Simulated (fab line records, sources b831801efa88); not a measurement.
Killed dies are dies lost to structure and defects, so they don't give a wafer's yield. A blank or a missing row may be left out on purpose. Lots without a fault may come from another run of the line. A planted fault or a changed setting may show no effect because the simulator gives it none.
Which tool did it? | flow gf180mcu | 7 lots, 21 wafers sampled, at 1 step of a route of 602

WHAT THE GAUGES READ, wafer by wafer
GF_V3_THK_MEAS_03.
lot  | measured     | on            | V3_CVD_02_THK (nm)
L667 | day 22 00:25 | film_metro-04 | 836 844 848
L670 | day 22 18:01 | film_metro-01 | 832 835 853
L674 | day 24 12:09 | film_metro-02 | 839 851 852
L677 | day 25 07:35 | film_metro-01 | 827 862 851
L684 | day 27 14:00 | film_metro-02 | 837 857 861
L687 | day 28 07:48 | film_metro-01 | 831 842 836
L689 | day 28 18:30 | film_metro-02 | 854 868 866

WHICH TOOL RAN EACH LOT (tool, then ch and the chambers of the sampled wafers, then the start)
The record holds no process step before these readings.

THE ANSWER, worked out from the rows above alone
Rule: what is usual is taken from the lots themselves. Put in order of their means at a reading, lots are off if they are a third of the lots or fewer, leave a main group of 4 or more, and stand apart from it by a gap of 3 or more times the standard deviation of the main group's means; of several such gaps the widest counts. A main group whose means are all the same, to the digits that the tables above print for the reading, isn't used. A lot without any number at a reading at which 4 lots or more have one is off too. The other lots that the step has rows for count as sound.
No lot is off at any reading shown: from this, nothing can be told.

WHAT THE SIMULATOR HAD PUT IN
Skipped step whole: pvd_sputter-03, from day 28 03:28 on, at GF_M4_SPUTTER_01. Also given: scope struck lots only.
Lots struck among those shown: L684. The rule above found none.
